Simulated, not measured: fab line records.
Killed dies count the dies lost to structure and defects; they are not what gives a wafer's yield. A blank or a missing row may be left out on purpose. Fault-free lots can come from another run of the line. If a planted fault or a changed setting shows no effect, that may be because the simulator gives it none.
Problem report, 8D (eight disciplines) form, completed by code || flow sky130 || the parts of the form that need people (team, actions taken, sign-off) are left out

## 1. WHAT WENT WRONG
Wafers free of any fault read 188.1 (standard deviation 1.9) for VT_ADJUST_LVTN_2_TW at SKY_VT_ADJUST_LVTN_TW_MEAS_21, against a mean of 29.9 on 6 wafers of 2 lots. Measured from the usual mean, that is -83 standard deviations.
First observed at day 11 04:41: wafer L797.2, on filmMetro-03. Wafers with a number at this step in the record: 42, from 14 lots. Rule for "out", or "out of limits": more than 4 standard deviations from the usual mean. Any other wafer with a number is counted as sound.

## 2. WHAT IT IS, AND WHAT IT ISN'T
{"question": "which readings at this step", "is": "VT_ADJUST_LVTN_2_TW", "is not": "-"}
{"question": "which lots", "is": "L797, L798", "is not": "L786, L787, L789, L791, L792, L799, L800, L803, L804, L805, L807, L808"}
{"question": "which wafers of those lots", "is": "all that have a number", "is not": "-"}
{"question": "read on which gauges", "is": "filmMetro-01, filmMetro-03", "is not": "filmMetro-02"}
{"question": "when", "is": "from day 11 04:41", "is not": "up to then (15 sound wafers); but 21 sound wafers of L799, L800, L803, L804, L805, L807, L808 came after"}

## 3. WHAT RULES OUT EACH SUSPECT
Counting: a tool stays on the suspect list if, at a process step up to the reading, it processed all lots that are out and no sound lot following the first of them.
- the gauge at SKY_VT_ADJUST_LVTN_TW_MEAS_21 has been ruled out. 2 gauges (filmMetro-01, filmMetro-03) read the wafers that are out.
- implanter-04 at SKY_VT_ADJUST_LVTN_IMPLANT_19: ruled out as a lasting fault. After its first lot that is out, L797 (day 11 04:27), sound lots L799, L803, L808 ran on it.
Left after counting: nothing in the record.

## 4. THE CAUSE (what the simulator had put in)
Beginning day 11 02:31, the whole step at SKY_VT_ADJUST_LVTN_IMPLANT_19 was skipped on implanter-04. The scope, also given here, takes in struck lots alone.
It was ruled out by counting, in error; the rule expects a fault to strike all lots run on its tool from its start on, and this fault did not.

## 5. THE CHAIN OF EFFECTS, in route order
One row per reading whose mean, taken over the struck wafers that have a number, lies over 3 standard deviations from the usual. Readings are gone through only where the record gives a usual standard deviation; hours: the median, over the lots, of the time from a lot's start at the first step in this table giving one to that lot's start at this step; sigmas: the change measured in usual standard deviations.
{"hours": 0, "step": "SKY_VT_ADJUST_LVTN_TW_MEAS_21", "reading": "VT_ADJUST_LVTN_2_TW", "usual": 188.1, "on struck wafers": 29.9, "change": -158.2, "sigmas": -83}
Readings that are blank on the struck wafers while sound wafers have them: beamEnergyKeV at SKY_VT_ADJUST_LVTN_IMPLANT_19; beamOnS at SKY_VT_ADJUST_LVTN_IMPLANT_19.

## 6. HOW IT WOULD HAVE BEEN CAUGHT EARLIER
Counted from the fault's start at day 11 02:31, it took 2 hours until the first out-of-limits reading at a measuring or inspecting step in this record, taken at day 11 04:41.
At SKY_VT_ADJUST_LVTN_IMPLANT_19 the tool's readings are blank on the struck wafers, where sound wafers have them: an empty tool record is the first sign, and it was there at once.
